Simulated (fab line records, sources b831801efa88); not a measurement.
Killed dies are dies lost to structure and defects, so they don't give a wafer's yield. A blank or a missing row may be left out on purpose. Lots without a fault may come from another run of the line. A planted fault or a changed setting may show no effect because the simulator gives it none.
Which tool did it? | flow sky130 | 9 lots, 27 wafers sampled, at 5 steps of a route of 708

WHAT THE GAUGES READ, wafer by wafer
SKY_LDD_LDN_OVL_MEAS_07. Usual: LDD_LDN_OVL -1.5 nm, standard deviation 1.4.
lot  | measured     | on         | LDD_LDN_OVL (nm) | flag
L947 | day 22 09:40 | overlay-02 | 1.4 1.3 1.2      |
L948 | day 22 13:13 | overlay-02 | -2.1 -1.1 0.2    |
L949 | day 23 09:23 | overlay-02 | 0.8 -2.9 -0.9    |
L950 | day 23 13:07 | overlay-02 | 0.9 1.4 0.2      |
L951 | day 24 04:11 | overlay-01 | -1.8 -1.0 -0.5   |
L952 | day 24 23:56 | overlay-01 | -1.2 -2.1 -2.4   |
L960 | day 28 00:04 | overlay-02 | -3.6 -4.0 -3.4   |
L961 | day 28 09:22 | overlay-01 | -0.9 -1.2 -2.2   |
L962 | day 28 15:31 | overlay-02 | 0.0 0.7 -1.4     |

SKY_SPACER_THK_MEAS_01. Usual: SPACER_CVD_00_THK 43.2 nm, standard deviation 0.37.
lot  | measured     | on            | SPACER_CVD_00_THK (nm) | flag
L947 | day 22 12:55 | film_metro-02 | 43.0 43.0 43.1         |
L948 | day 22 16:18 | film_metro-02 | 43.2 43.1 43.0         |
L949 | day 23 14:10 | film_metro-03 | 43.4 43.5 43.5         |
L950 | day 23 15:22 | film_metro-02 | 43.5 43.6 43.8         |
L951 | day 24 06:14 | film_metro-04 | 43.6 43.1 42.7         |
L952 | day 25 03:15 | film_metro-02 | 42.5 42.8 42.8         |
L960 | day 28 02:08 | film_metro-03 | 43.7 43.6 43.3         |
L961 | day 28 11:25 | film_metro-02 | 39.9 39.9 39.6         | OFF
L962 | day 28 17:34 | film_metro-04 | 39.3 39.6 40.0         | OFF

WHICH TOOL RAN EACH LOT (tool, then ch and the chambers of the sampled wafers, then the start)
lot  | SKY_SONOS_ONO_ETCH_15              | SKY_POLY_GATE_STRIP_18               | SKY_SPACER_CVD_00
L947 | rie_diel-01 ch 0,3, day 12 08:04   | plasma_asher-03 ch 0,1, day 16 00:28 | lpcvd-02 ch 1, day 22 11:43
L948 | rie_diel-03 ch 0,1, day 12 13:46   | plasma_asher-03 ch 0, day 16 04:52   | lpcvd-02 ch 1, day 22 14:29
L949 | rie_diel-03 ch 0,2,3, day 13 04:29 | plasma_asher-01 ch 0,1, day 16 20:55 | lpcvd-02 ch 1, day 23 12:22
L950 | rie_diel-04 ch 1,2, day 13 07:34   | plasma_asher-04 ch 0,1, day 17 00:43 | lpcvd-02 ch 0, day 23 14:10
L951 | rie_diel-04 ch 1,2,3, day 13 19:44 | plasma_asher-03 ch 0,1, day 17 17:38 | lpcvd-02 ch 1, day 24 05:01
L952 | rie_diel-01 ch 1,2, day 14 16:10   | plasma_asher-03 ch 0,1, day 18 14:02 | lpcvd-02 ch 1, day 25 02:02
L960 | rie_diel-03 ch 0,1,3, day 17 16:05 | plasma_asher-04 ch 0,1, day 21 17:35 | lpcvd-02 ch 0, day 28 00:55
L961 | rie_diel-04 ch 2,3, day 17 23:28   | plasma_asher-03 ch 1, day 22 03:02   | lpcvd-02 ch 1, day 28 10:13
L962 | rie_diel-04 ch 0,1,2, day 18 03:46 | plasma_asher-01 ch 0,1, day 22 09:26 | lpcvd-02 ch 1, day 28 16:22
- SKY_SONOS_ONO_ETCH_15: etches the open film in CHF3/O2, target depth 19.52 nm, time 7.8 s.
- SKY_POLY_GATE_STRIP_18: strips in O2/N2.
- SKY_SPACER_CVD_00: deposits Si3N4 from DCS/NH3, target thk 43.1 nm, time 740 s.

WHAT THE TOOLS THEMSELVES READ (means of the sampled wafers that have a number; where no wafer has one, the mark that the record gives instead)
SKY_SONOS_ONO_ETCH_15. Usual: drypump_motor_current_A 5.8 A, standard deviation 0.39; oes_product_au 1.003 a.u., standard deviation 0.0092; rf_fwd_power_W 586.7 W, standard deviation 2.7; throttle_valve_pct 8.826 %, standard deviation 0.0082.
lot  | tool        | drypump_motor_current_A (A) | oes_product_au (a.u.) | rf_fwd_power_W (W) | throttle_valve_pct (%) | flag
L947 | rie_diel-01 | 5.8                         | 0.991                 | 584.9              | 8.833                  |
L948 | rie_diel-03 | 5.9                         | 1.009                 | 588.4              | 8.828                  |
L949 | rie_diel-03 | 5.9                         | 1.001                 | 585.7              | 8.823                  |
L950 | rie_diel-04 | 5.4                         | 1.004                 | 586.1              | 8.833                  |
L951 | rie_diel-04 | 5.6                         | 1.008                 | 587.6              | 8.827                  |
L952 | rie_diel-01 | 6.0                         | 1.007                 | 589.8              | 8.831                  |
L960 | rie_diel-03 | 5.9                         | 1.006                 | 586.4              | 8.822                  |
L961 | rie_diel-04 | 5.8                         | 1.006                 | 585.5              | 8.819                  |
L962 | rie_diel-04 | 5.5                         | 1.001                 | 586.5              | 8.829                  |

SKY_POLY_GATE_STRIP_18. Usual: drypump_motor_current_A 6.13 A, standard deviation 0.24; oes_product_au 0.360 a.u., standard deviation 0.0048; strip_time_to_endpoint_s 3.16 s, standard deviation 0.038.
lot  | tool            | drypump_motor_current_A (A) | oes_product_au (a.u.) | strip_time_to_endpoint_s (s) | flag
L947 | plasma_asher-03 | 6.22                        | 0.359                 | 3.16                         |
L948 | plasma_asher-03 | 6.44                        | 0.355                 | 3.14                         |
L949 | plasma_asher-01 | 6.14                        | 0.365                 | 3.22                         |
L950 | plasma_asher-04 | 6.08                        | 0.359                 | 3.14                         |
L951 | plasma_asher-03 | 6.02                        | 0.362                 | 3.19                         |
L952 | plasma_asher-03 | 6.01                        | 0.362                 | 3.17                         |
L960 | plasma_asher-04 | 6.07                        | 0.359                 | 3.18                         |
L961 | plasma_asher-03 | 5.80                        | 0.360                 | 3.16                         |
L962 | plasma_asher-01 | 6.13                        | 0.362                 | 3.17                         |

SKY_SPACER_CVD_00. Usual: spike_tc_bottom_C 790.0 C, standard deviation 1.4; zone_power_centre_pct 14.2 %, standard deviation 0.66; zone_power_lower_pct 13.9 %, standard deviation 1.
lot  | tool     | spike_tc_bottom_C (C) | zone_power_centre_pct (%) | zone_power_lower_pct (%) | flag
L947 | lpcvd-02 | 789.1                 | 13.7                      | 14.7                     |
L948 | lpcvd-02 | 788.6                 | 13.7                      | 14.9                     |
L949 | lpcvd-02 | 790.1                 | 13.8                      | 14.8                     |
L950 | lpcvd-02 | 791.3                 | 14.8                      | 12.7                     |
L951 | lpcvd-02 | 789.5                 | 13.6                      | 14.9                     |
L952 | lpcvd-02 | 789.2                 | 13.7                      | 14.7                     |
L960 | lpcvd-02 | 790.7                 | 14.9                      | 12.8                     |
L961 | lpcvd-02 | 789.3                 | 13.7                      | 14.7                     |
L962 | lpcvd-02 | 790.1                 | 13.7                      | 14.8                     |

THE ANSWER, worked out from the rows above alone
Rule: a lot is off if the mean of its wafers that have a number lies more than 3 standard deviations from the usual mean. A lot without any number at a reading at which 4 lots or more have one is off too. The other lots that the step has rows for count as sound. The gauges are gone through in route order, then the tools' own readings, and for those a lot's mean is taken as printed above. The first step at which some lot is off is used, and at that step the reading that is off furthest; a lot without a number counts as furthest.
Off: L961, L962, at SKY_SPACER_THK_MEAS_01 (SPACER_CVD_00_THK).
A tool fits if, at a process step before that reading, it ran every lot that is off, and no sound lot after the first of them. The gauges at SKY_SPACER_THK_MEAS_01 are tried like those tools. Can't be told from this: 2 tools fit, rie_diel-04 at SKY_SONOS_ONO_ETCH_15, lpcvd-02 at SKY_SPACER_CVD_00.

WHAT THE SIMULATOR HAD PUT IN
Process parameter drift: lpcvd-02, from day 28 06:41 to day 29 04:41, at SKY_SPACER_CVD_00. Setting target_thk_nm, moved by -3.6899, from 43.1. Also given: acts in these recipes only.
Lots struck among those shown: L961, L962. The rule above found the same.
